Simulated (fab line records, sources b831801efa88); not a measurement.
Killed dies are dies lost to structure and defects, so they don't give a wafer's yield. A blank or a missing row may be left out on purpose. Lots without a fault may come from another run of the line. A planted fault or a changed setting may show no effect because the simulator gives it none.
Split-lot experiment | flow sky130 | 5 lots, 23 wafers read, on a route of 708 steps

THE SPLIT
At SKY_GATE_OXIDE_OXIDATION_01 (stabilise 600 s, purge 300 s, target thk 10.268 nm), the setting temp_c was moved away from the recipe's 900 C on 15 of the 23 wafers read, by -1.2% to +2.9%. The other wafers ran this setting at the recipe's value.

The file shows no step between the split and the reading.

THE READING
GATE_OXIDE_OXIDATION_00_THK, in nm, at SKY_GATE_OXIDE_THK_MEAS_02. Fault-free wafers of this fab line usually give 10.29 nm, standard deviation 0.2 nm.

wafer  | tool, chamber at the split | temp_c as run, C | against the recipe | GATE_OXIDE_OXIDATION_00_THK, nm | against lot-mates on the recipe
L076.1 | -, -                       | 919.8            | +2.2%              | 12.59                           | no lot-mate on the recipe
L076.2 | -, -                       | 919.8            | +2.2%              | 12.65                           | no lot-mate on the recipe
L076.3 | -, -                       | 919.8            | +2.2%              | 12.74                           | no lot-mate on the recipe
L076.5 | -, -                       | 919.8            | +2.2%              | 12.75                           | no lot-mate on the recipe
L076.6 | -, -                       | 919.8            | +2.2%              | 12.56                           | no lot-mate on the recipe
L078.1 | -, -                       | 889.3            | -1.2%              | 9.23                            | no lot-mate on the recipe
L078.3 | -, -                       | 889.3            | -1.2%              | 8.96                            | no lot-mate on the recipe
L078.4 | -, -                       | 889.3            | -1.2%              | 9.27                            | no lot-mate on the recipe
L078.5 | -, -                       | 889.3            | -1.2%              | 9.12                            | no lot-mate on the recipe
L078.6 | -, -                       | 889.3            | -1.2%              | 9.07                            | no lot-mate on the recipe
L081.4 | furnace-01, 0              | 900              | recipe             | 10.16                           | -
L081.5 | furnace-01, 0              | 900              | recipe             | 10.21                           | -
L081.6 | furnace-01, 0              | 900              | recipe             | 10.26                           | -
L083.1 | -, -                       | 900              | recipe             | 9.97                            | -
L083.2 | -, -                       | 900              | recipe             | 10.11                           | -
L083.3 | -, -                       | 900              | recipe             | 10.00                           | -
L083.4 | -, -                       | 900              | recipe             | 10.10                           | -
L083.5 | -, -                       | 900              | recipe             | 9.90                            | -
L084.1 | -, -                       | 926.1            | +2.9%              | 13.61                           | no lot-mate on the recipe
L084.2 | -, -                       | 926.1            | +2.9%              | 13.61                           | no lot-mate on the recipe
L084.3 | -, -                       | 926.1            | +2.9%              | 13.60                           | no lot-mate on the recipe
L084.4 | -, -                       | 926.1            | +2.9%              | 13.74                           | no lot-mate on the recipe
L084.5 | -, -                       | 926.1            | +2.9%              | 13.70                           | no lot-mate on the recipe

THE FIT
A straight line over all 23 wafers: GATE_OXIDE_OXIDATION_00_THK changes by +1.12 nm for each +1% of temp_c; r = +0.99; the points scatter about the line by 0.19 nm.
Too few moved wafers have a lot-mate on the recipe to fit a line with each lot's own level taken away.

THE WHOLE CHAIN: every reading that the file lists as answering this split, in the file's order
step                        | what it does                                       | reading                                                                                 | change (the file's fit)              | r (the file's)
SKY_GATE_OXIDE_OXIDATION_01 | stabilise 600 s, purge 300 s, target thk 10.268 nm | SiO2_of_GATE_OXIDE_OXIDATION_01.thk_nm (the simulator's own value, which no gauge read) | +1.12 nm for each +1% of the setting | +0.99
SKY_GATE_OXIDE_THK_MEAS_02  |                                                    | GATE_OXIDE_OXIDATION_00_THK                                                             | +1.12 for each +1% of the setting    | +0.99

THE FILE'S OWN FIT
GATE_OXIDE_OXIDATION_00_THK changes by +1.12 nm for each +1% of temp_c, r = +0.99.
